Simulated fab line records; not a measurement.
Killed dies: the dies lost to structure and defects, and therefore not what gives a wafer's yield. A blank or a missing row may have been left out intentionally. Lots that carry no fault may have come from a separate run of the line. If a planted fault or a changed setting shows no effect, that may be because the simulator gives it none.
Which tool was responsible? | flow gf180mcu | 12 lots, 36 wafers sampled, at 6 steps of a route of 602

== WHAT THE GAUGES READ, wafer by wafer ==
GF_VT_IMPLANT_RS_MEAS_46: measures by four-point-probe. Usual: MVSD_RS 456.7 ohm/sq, standard deviation 1.1.
lot  | measured     | on            | MVSD_RS (ohm/sq)                    | flag
L982 | day 7 20:34  | film-metro-03 | 455.7 457.8 457.8                   |
L983 | day 7 23:09  | film-metro-03 | 456.9 456.4 456.6                   |
L985 | day 8 16:20  | film-metro-03 | 458.3 457.0 456.2                   |
L986 | day 8 20:10  | film-metro-01 | 455.8 456.8 457.0                   |
L987 | day 9 04:01  | film-metro-01 | 455.3 457.2 457.2                   |
L988 | day 9 13:09  | film-metro-01 | 458.8 457.9 458.2                   |
L989 | day 9 15:52  | film-metro-04 | 443.8 442.4 442.2 443.6 442.5 442.3 | OFF
L992 | day 10 15:25 | film-metro-04 | 444.3 443.2 443.9 443.8 442.9 443.9 | OFF
L999 | day 12 14:47 | film-metro-03 | 454.1 453.3 453.7                   |
L101 | day 13 04:44 | film-metro-04 | 458.4 457.2 455.9                   |
L103 | day 13 15:48 | film-metro-04 | 458.3 458.7 458.2                   |
L104 | day 14 02:58 | film-metro-03 | 456.0 457.5 457.3                   |

GF_VT_IMPLANT_RS_MEAS_47: measures by four-point-probe. Usual: NWELL_RS 487.7 ohm/sq, standard deviation 1.2.
lot  | measured     | on            | NWELL_RS (ohm/sq) | flag
L982 | day 7 20:41  | film-metro-03 | 486.1 487.4 488.1 |
L983 | day 7 23:16  | film-metro-03 | 487.9 488.7 487.3 |
L985 | day 8 16:28  | film-metro-03 | 486.9 487.4 487.9 |
L986 | day 8 20:17  | film-metro-01 | 489.5 488.4 489.2 |
L987 | day 9 04:08  | film-metro-01 | 486.7 487.3 486.7 |
L988 | day 9 13:16  | film-metro-01 | 489.8 489.6 490.4 |
L989 | day 9 19:17  | film-metro-04 | 487.7 487.8 489.3 |
L992 | day 10 17:32 | film-metro-04 | 488.1 488.1 487.3 |
L999 | day 12 14:55 | film-metro-03 | 488.1 487.4 490.1 |
L101 | day 13 04:51 | film-metro-04 | 488.1 487.1 486.4 |
L103 | day 13 15:55 | film-metro-04 | 486.5 486.6 487.6 |
L104 | day 14 03:05 | film-metro-03 | 485.6 486.0 485.1 |

GF_HV_LDD_OVL_MEAS_08. Usual: HV_LDD_OVL 0.2 nm, standard deviation 1.3.
lot  | measured     | on         | HV_LDD_OVL (nm) | flag
L982 | day 10 07:25 | overlay-02 | 0.2 -0.8 0.4    |
L983 | day 10 11:22 | overlay-02 | 1.4 0.3 0.1     |
L985 | day 11 06:23 | overlay-02 | 2.8 0.8 4.6     |
L986 | day 11 11:48 | overlay-01 | 1.1 0.8 -1.0    |
L987 | day 11 17:18 | overlay-01 | -0.2 -0.5 -1.2  |
L988 | day 12 06:36 | overlay-01 | 1.4 -0.4 0.4    |
L989 | day 12 07:44 | overlay-01 | -1.4 1.1 -0.8   |
L992 | day 13 10:13 | overlay-01 | 1.5 1.0 0.5     |
L999 | day 15 23:10 | overlay-02 | 1.7 0.7 0.2     |
L101 | day 16 09:20 | overlay-02 | -0.2 0.0 -1.6   |
L103 | day 16 22:00 | overlay-01 | -0.4 0.8 0.0    |
L104 | day 17 06:25 | overlay-02 | -1.2 -1.8 -2.6  |

GF_V2_BOW_MEAS_05. Usual: V2_BOW 95 um, standard deviation 8.2.
lot  | measured     | on            | V2_BOW (um) | flag
L982 | day 19 11:22 | film-metro-01 | 94 95 82    |
L983 | day 19 14:25 | film-metro-03 | 85 83 100   |
L985 | day 20 14:29 | film-metro-01 | 93 98 104   |
L986 | day 21 01:37 | film-metro-03 | 102 87 88   |
L987 | day 21 06:37 | film-metro-03 | 104 84 89   |
L988 | day 22 00:29 | film-metro-03 | 97 103 105  |
L989 | day 22 01:23 | film-metro-03 | 97 94 98    |
L992 | day 23 12:20 | film-metro-03 | 102 94 100  |
L999 | day 26 04:37 | film-metro-03 | 98 81 88    |
L101 | day 26 11:47 | film-metro-01 | 90 95 106   |
L103 | day 26 23:20 | film-metro-01 | 92 99 106   |
L104 | day 27 08:24 | film-metro-04 | 98 83 82    |

== EACH LOT AND THE TOOL THAT RAN IT (in order: tool; ch and the chambers of the sampled wafers; start) ==
lot  | GF_MVSD_IMPLANT_08              | GF_V2_CMP_04
L982 | implanter-04 ch 0, day 4 17:47  | cmp-02 ch 0,2,3, day 19 11:08
L983 | implanter-01 ch 0, day 4 19:53  | cmp-01 ch 0,1, day 19 14:10
L985 | implanter-04 ch 0, day 5 10:58  | cmp-02 ch 0,1,3, day 20 14:12
L986 | implanter-02 ch 0, day 5 14:20  | cmp-01 ch 0,1, day 21 01:19
L987 | implanter-02 ch 0, day 5 20:44  | cmp-02 ch 0,1,3, day 21 06:22
L988 | implanter-04 ch 0, day 6 03:08  | cmp-02 ch 0,1,3, day 22 00:16
L989 | implanter-02 ch 0, day 6 05:58  | cmp-01 ch 0,3, day 22 01:05
L992 | implanter-02 ch 0, day 7 01:40  | cmp-02 ch 0,2,3, day 23 12:08
L999 | implanter-04 ch 0, day 8 19:07  | cmp-01 ch 0,1,2, day 26 04:20
L101 | implanter-01 ch 0, day 9 07:47  | cmp-01 ch 0,2, day 26 11:28
L103 | implanter-01 ch 0, day 9 18:23  | cmp-01 ch 1,2, day 26 23:01
L104 | implanter-02 ch 0, day 10 05:22 | cmp-02 ch 0,2, day 27 08:06
- GF_MVSD_IMPLANT_08
- GF_V2_CMP_04: polishes SiO2.

== AS READ BY THE TOOLS THEMSELVES (means over the sampled wafers that have a number; for cases with no such wafer, the mark the record gives instead) ==
GF_MVSD_IMPLANT_08. Usual: beam-energy-keV 400.01, standard deviation 0.11.
lot  | tool         | beam-energy-keV | flag
L982 | implanter-04 | 400.05          |
L983 | implanter-01 | 399.98          |
L985 | implanter-04 | 400.11          |
L986 | implanter-02 | 400.10          |
L987 | implanter-02 | 400.07          |
L988 | implanter-04 | 400.05          |
L989 | implanter-02 | 467.34          | OFF
L992 | implanter-02 | 467.36          | OFF
L999 | implanter-04 | 400.00          |
L101 | implanter-01 | 399.90          |
L103 | implanter-01 | 400.07          |
L104 | implanter-02 | 399.87          |

GF_V2_CMP_04. Usual: edge-zone-pressure-frac 1.000, standard deviation 0.0052; motor-current-A 12.1 A, standard deviation 0.8; platen-rpm 60.00 rpm, standard deviation 0.039; time-to-endpoint-s 77 s, standard deviation 5.2.
lot  | tool   | edge-zone-pressure-frac | motor-current-A (A) | platen-rpm (rpm) | time-to-endpoint-s (s) | flag
L982 | cmp-02 | 1.001                   | 12.7                | 60.02            | 79                     |
L983 | cmp-01 | 0.999                   | 12.1                | 59.99            | 80                     |
L985 | cmp-02 | 1.001                   | 11.9                | 59.98            | 78                     |
L986 | cmp-01 | 1.002                   | 12.6                | 60.01            | 78                     |
L987 | cmp-02 | 1.000                   | 11.9                | 60.00            | 73                     |
L988 | cmp-02 | 1.001                   | 12.3                | 59.99            | 76                     |
L989 | cmp-01 | 1.002                   | 11.8                | 59.98            | 77                     |
L992 | cmp-02 | 0.998                   | 12.7                | 60.05            | 74                     |
L999 | cmp-01 | 0.998                   | 12.0                | 59.97            | 84                     |
L101 | cmp-01 | 0.996                   | 12.1                | 59.99            | 78                     |
L103 | cmp-01 | 0.999                   | 12.1                | 60.03            | 79                     |
L104 | cmp-02 | 0.998                   | 12.6                | 60.01            | 71                     |

== THE ANSWER, worked out from the rows above alone ==
Rule: a lot counts as off when the mean over its wafers that have a number is more than 3 standard deviations away from the usual mean. A lot without any number at a reading at which 4 lots or more have one is off too. Any other lot the step has rows for is counted as sound. Order of review: gauges by route order, followed by the tools' own readings, for which a lot's mean as printed above is used. At the first step where some lot is off, the reading lying furthest off is the one used; lots without a number count as furthest.
Off: L989, L992, seen at GF_VT_IMPLANT_RS_MEAS_46 (MVSD_RS).
If a tool, at a process step before that reading, ran all the lots that are off and no sound lot after the first of them, it fits. The gauges at GF_VT_IMPLANT_RS_MEAS_46 aren't tried: what is off there is off at GF_MVSD_IMPLANT_08 too, on other tools, and a gauge's error can't cause that. Of those tried, none fits.

== WHAT THE SIMULATOR PUT IN ==
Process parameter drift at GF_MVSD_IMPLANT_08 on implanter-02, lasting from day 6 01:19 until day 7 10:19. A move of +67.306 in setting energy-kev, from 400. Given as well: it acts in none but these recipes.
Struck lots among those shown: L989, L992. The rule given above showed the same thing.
